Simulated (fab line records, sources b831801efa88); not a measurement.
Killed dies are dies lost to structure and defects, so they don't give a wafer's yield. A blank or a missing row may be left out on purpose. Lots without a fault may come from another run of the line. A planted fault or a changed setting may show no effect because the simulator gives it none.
A struck lot beside a sound one | flow sky130 | 17 steps out of a route of 708
Sound: wafers L546.1, L546.3, L546.5. Struck: wafers L556.3, L556.5, L556.6. The cause comes at the end.
At each step with rows: each side's tool, then ch and its chambers, then its first start. Under that, the readings that differ: sound wafers | struck wafers | difference of the means | sigmas: that difference in standard deviations of wafers without a fault.
alike: readings whose means differ by less than 2 such deviations, and words and numbers that are the same on both sides. not compared: withheld readings, readings that some wafer has no value for, bounds like >300 that may hide the same value, and numbers for which the record gives no deviation and whose values overlap.
The two part at a step that has a row with sigmas, a row that says differs or no value, or rows on one side only. Numbers that don't overlap but have no deviation are shown without sigmas and don't part them. A reading that every wafer of one side lacks parts them only if that side has two wafers or more.

first, 2 steps without rows for these wafers: SKY_NWELL_IMPLANT_12; SKY_NWELL_IMPLANT_13.
SKY_NWELL_STRIP_14: strips in O2/N2.
  sound on plasma_asher-04 ch 0,1, day 6 00:51; struck on plasma_asher-04 ch 0,1, day 8 11:02
  alike: drypump_motor_current_A, oes_product_au, strip_time_to_endpoint_s
  not compared: rf_hours_counter_h
SKY_NWELL_TW_MEAS_15:
  sound on film_metro-03, day 6 00:57; struck on film_metro-03, day 8 11:07
  alike: NWELL_TW
then, 7 steps without rows for these wafers: SKY_NWELL_DEHYDRATE_16 (time 60 s); SKY_NWELL_HMDS_17 (prime time 60 s); SKY_NWELL_COAT_18 (resist thk 3000 nm); SKY_NWELL_SOFTBAKE_19; SKY_NWELL_EXPOSE_20 (exposes mask NWM COMPLEMENT, target cd 840 nm); SKY_NWELL_PEB_21; SKY_NWELL_DEVELOP_22 (develop time 60 s).
SKY_NWELL_OVL_MEAS_23:
  sound on overlay-01, day 6 20:25; struck on overlay-02, day 9 07:55
  alike: NWELL_01_OVL
SKY_NWELL_IMPLANT_24:
  sound on implanter-04 ch 0, day 6 20:27; struck on implanter-04 ch 0, day 9 07:59
  reading            | sound                         | struck                          | difference | sigmas
  dose_ions_cm2      | 9.197e+12 9.213e+12 9.203e+12 | 1.344e+13 1.3439e+13 1.3434e+13 | +4.233e+12 | +99 or more
  faraday_current_uA | 53.0 53.1 52.8                | 77.1 74.3 74.8                  | +22.4      | +20
  alike: beam_on_s
SKY_NWELL_STRIP_25: strips in O2/N2.
  sound on plasma_asher-01 ch 0,1, day 6 20:36; struck on plasma_asher-04 ch 0,1, day 9 08:07
  alike: drypump_motor_current_A, oes_product_au, strip_time_to_endpoint_s
  not compared: rf_hours_counter_h
SKY_NWELL_TW_MEAS_26:
  sound on film_metro-03, day 6 20:42; struck on film_metro-04, day 9 08:12
  reading    | sound             | struck            | difference | sigmas
  NWELL_2_TW | 492.7 491.4 493.2 | 552.1 555.1 554.8 | +61.6      | +28
then, 1 step without rows for these wafers: SKY_NWELL_CLEAN_27 (cleans in SC1/SC2, time 150 s).
-- the record jumps here: 40 days lie between the struck wafers' starts before and after (it left off in module NWELL and takes up again in module PAD_OPEN, whose first step shown is number 708 of the route) --
SKY_PAD_OPEN_PROBE_99:
  sound on prober-02, day 47 11:09; struck on prober-02, day 49 13:28
  reading                                    | sound                        | struck                        | difference | sigmas
  model.etest.pfet_16v.r_on_ohm_um           | 1.52e+04 1.486e+04 1.511e+04 | 1.248e+04 1.25e+04 1.269e+04  | -2.500e+03 |
  model.etest.res_iso_pwell.rs_ohm_sq        | 3202 3058 3228               | 2170 2129 2206                | -994       |
  model.etest.res_pwell_under_gate.rs_ohm_sq | 2270 2255 2269               | 1749 1740 1742                | -521       |
  model.etest.nfet_16v.r_on_ohm_um           | 1.414e+04 1.399e+04 1.4e+04  | 1.436e+04 1.445e+04 1.462e+04 | +4.333e+02 |
  model.etest.res_iso_pwell.line_ohm_um      | 1230 1152 1224               | 799.6 798 820.7               | -395.9     |
  model.etest.tip_n_5v.rs_ohm_sq             | 1387 1385 1372               | 1450 1450 1456                | +71        |
  model.etest.res_iso_pwell.width_nm (nm)    | 2634 2648 2634               | 2675 2695 2656                | +37        |
  model.etest.res_nwell.width_nm (nm)        | 841.8 836.5 837.2            | 805.7 800.4 801.8             | -35.9      |
  alike: killed_at_M0_to_M3, killed_at_M4_up, killed_at_contacts, killed_at_front_end, killed_at_other, killed_dies, killed_open, killed_short

WHERE THEY PART
First at SKY_NWELL_IMPLANT_24; last, within this record, at SKY_NWELL_TW_MEAS_26. Later steps at which nothing parts them and some readings are alike: SKY_PAD_OPEN_PROBE_99.

WHY: what the simulator had put in
Process parameter drift: implanter-04, from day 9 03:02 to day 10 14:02, at SKY_NWELL_IMPLANT_24. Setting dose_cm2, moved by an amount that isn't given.
